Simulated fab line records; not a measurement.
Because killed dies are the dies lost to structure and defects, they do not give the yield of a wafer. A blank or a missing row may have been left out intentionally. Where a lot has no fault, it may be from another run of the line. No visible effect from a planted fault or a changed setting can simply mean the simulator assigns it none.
Which tool was responsible?    flow sky130    33 wafers from 11 lots sampled at 2 of the route's 708 steps

WHAT EACH GAUGE READ, for each wafer
SKY_SD_N_CD_MEAS_07: the cd target is 380 nm.
lot   measured      on         cd-nm (nm)
L683  day 28 09:28  cd-sem-01  374.8 377.0 377.8
L684  day 28 18:38  cd-sem-02  384.3 381.6 382.3
L685  day 29 09:16  cd-sem-01  435.9 434.2 434.8
L686  day 29 14:41  cd-sem-02  434.6 432.3 430.2
L687  day 30 05:01  cd-sem-01  380.7 382.0 377.6
L688  day 30 07:41  cd-sem-01  382.7 384.1 382.3
L689  day 30 14:55  cd-sem-01  415.9 413.3 411.1
L696  day 33 02:03  cd-sem-02  378.9 378.4 378.3
L700  day 34 07:58  cd-sem-01  383.4 381.8 383.1
L702  day 34 20:11  cd-sem-01  382.2 381.4 382.1
L703  day 35 03:02  cd-sem-02  379.5 380.3 377.9

WHAT TOOL EACH LOT RAN ON (gives the tool, then ch and the chambers of the sampled wafers, and finally the start)
lot   SKY_SD_N_COAT_02
L683  litho-track-03 ch 0, day 27 18:43
L684  litho-track-03 ch 0, day 28 04:14
L685  litho-track-03 ch 0, day 28 18:16
L686  litho-track-03 ch 0, day 29 00:29
L687  litho-track-02 ch 0, day 29 14:58
L688  litho-track-01 ch 0, day 29 17:47
L689  litho-track-03 ch 0, day 30 00:10
L696  litho-track-03 ch 0, day 32 12:16
L700  litho-track-03 ch 0, day 33 18:31
L702  litho-track-03 ch 0, day 34 07:02
L703  litho-track-03 ch 0, day 34 13:02
- SKY_SD_N_COAT_02: resist thk 1140 nm.

THE ANSWER, worked out from the rows above alone
Rule: what is usual is taken from the lots themselves. The widest of any qualifying gaps counts: lots, ordered by their means at a reading, are off when they make up no more than a third of the lots, leave a main group of 4 or more, and stand apart from it by 3 or more times the standard deviation of that group's means. The tables above print the reading to a certain number of digits; a main group whose means all agree to those digits is not used. Also off: a lot with no number at a reading for which 4 or more lots have one. All remaining lots with rows at the step are treated as sound.
Off: L685, L686, L689, at SKY_SD_N_CD_MEAS_07 (cd-nm). For the main group the mean is 380.6 nm and the standard deviation 2.2.
A tool fits if, at a process step before that reading, it ran every lot that is off, and no sound lot after the first of them. Gauges at SKY_SD_N_CD_MEAS_07: tried the same way as those tools. None of those tried fits.

WHAT THE SIMULATOR PUT IN
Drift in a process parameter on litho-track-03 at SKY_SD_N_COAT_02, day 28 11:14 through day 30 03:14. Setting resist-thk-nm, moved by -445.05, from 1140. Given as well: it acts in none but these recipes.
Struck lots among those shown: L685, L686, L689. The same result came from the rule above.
